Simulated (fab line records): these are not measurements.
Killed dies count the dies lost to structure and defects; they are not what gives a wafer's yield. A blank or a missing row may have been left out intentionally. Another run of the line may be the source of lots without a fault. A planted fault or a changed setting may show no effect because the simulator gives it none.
Shared-tool check -- flow sky130 -- Lots sampled 13, wafers sampled 38

## REASON FOR OPENING
Flagged at SKY_SONOS_TUNNEL_CD_MEAS_07: reading cd nm, on 3 of 13 lots. Fault-free wafers read 409.5 nm, with a standard deviation of 2.1.
Rule: flag the lot when none of its wafers has a number, or when each of its wafers that has one lies beyond 4 standard deviations from that mean. The rest of the lots are taken to be sound.

lot,measured,on,"cd nm (nm), wafer by wafer",flag
L693,day 12 02:23,cd sem-01,408.4 407.4 407.8,
L695,day 12 14:02,cd sem-01,410.6 409.3 412.8,
L696,day 12 23:26,cd sem-01,410.9 410.1 411.0,
L698,day 13 08:25,cd sem-02,408.1 410.3 411.2,
L699,day 13 16:04,cd sem-01,409.4 410.5,
L702,day 14 12:45,cd sem-01,379.5 379.6 379.9,FLAGGED
L703,day 14 21:56,cd sem-01,373.2 373.7 372.7,FLAGGED
L707,day 16 16:45,cd sem-02,384.2 387.9 387.0,FLAGGED
L708,day 16 21:00,cd sem-01,405.8 409.1 405.9,
L710,day 17 09:11,cd sem-02,407.5 406.1 406.0,
L712,day 18 13:27,cd sem-01,411.7 409.4 409.9,
L713,day 18 13:35,cd sem-02,407.4 408.4 409.2,
L714,day 18 17:47,cd sem-02,410.4 409.3 409.2,
On average the flagged lots' numbers are 379.7 nm, which is -29.8 nm against the usual, or -14 standard deviations.

## TOOL THAT RAN EACH LOT
The record holds 1 process step before the reading, out of a route of 708 steps. Read each cell as the tool, then ch plus the chambers that the sampled wafers visited, then the start.
lot,flag,SKY_SONOS_TUNNEL_EXPOSE_04
L693,,"iline stepper-02 ch 0, day 11 13:34"
L695,,"iline stepper-02 ch 0, day 12 00:49"
L696,,"iline stepper-01 ch 0, day 12 09:50"
L698,,"iline stepper-02 ch 0, day 12 19:10"
L699,,"iline stepper-01 ch 0, day 13 02:38"
L702,FLAGGED,"iline stepper-02 ch 0, day 14 00:19"
L703,FLAGGED,"iline stepper-02 ch 0, day 14 08:49"
L707,FLAGGED,"iline stepper-02 ch 0, day 16 03:08"
L708,,"iline stepper-01 ch 0, day 16 07:13"
L710,,"iline stepper-01 ch 0, day 16 18:32"
L712,,"iline stepper-01 ch 0, day 17 22:04"
L713,,"iline stepper-01 ch 0, day 17 22:16"
L714,,"iline stepper-01 ch 0, day 18 02:48"
What is done by these steps:
- SKY_SONOS_TUNNEL_EXPOSE_04: exposes mask TUNM, target cd 410 nm.
- SKY_SONOS_TUNNEL_CD_MEAS_07: target cd 410 nm.

## FLAGGED AGAINST TOTAL, ONE TOOL AT A TIME (gauges that did the reading follow at the end)
step,tool,lots run,flagged,share of the flagged lots,sound lots run after its first flagged lot
SKY_SONOS_TUNNEL_EXPOSE_04,iline stepper-01,7,0,none,-
SKY_SONOS_TUNNEL_EXPOSE_04,iline stepper-02,6,3,all,0
SKY_SONOS_TUNNEL_CD_MEAS_07,cd sem-01,8,2,some,"2 (L708,L712)"
SKY_SONOS_TUNNEL_CD_MEAS_07,cd sem-02,5,1,some,"3 (L710,L713,L714)"

## WHAT IS ALLOWED BY THE TABLE
In the table, 1 row covers all flagged lots: iline stepper-02 at SKY_SONOS_TUNNEL_EXPOSE_04.
- iline stepper-02 at SKY_SONOS_TUNNEL_EXPOSE_04 ran 6 lots, 3 of them flagged. It ran its last sound lot, L698, at day 12 19:10 and its first flagged lot, L702, at day 14 00:19: a fault with its onset between the two fits. Its own readings (exposure dose mJ cm2) fall more than 4 standard deviations out on all wafers of the flagged lots.
iline stepper-02 at SKY_SONOS_TUNNEL_EXPOSE_04 is the single tool remaining.

## WHAT WAS PUT IN BY THE SIMULATOR
Process parameter drift: iline stepper-02, from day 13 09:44 on, at SKY_SONOS_TUNNEL_EXPOSE_04. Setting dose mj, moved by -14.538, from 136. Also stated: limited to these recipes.
Shown lots that were struck: L702, L703, L707. This agrees with what the rule above found.
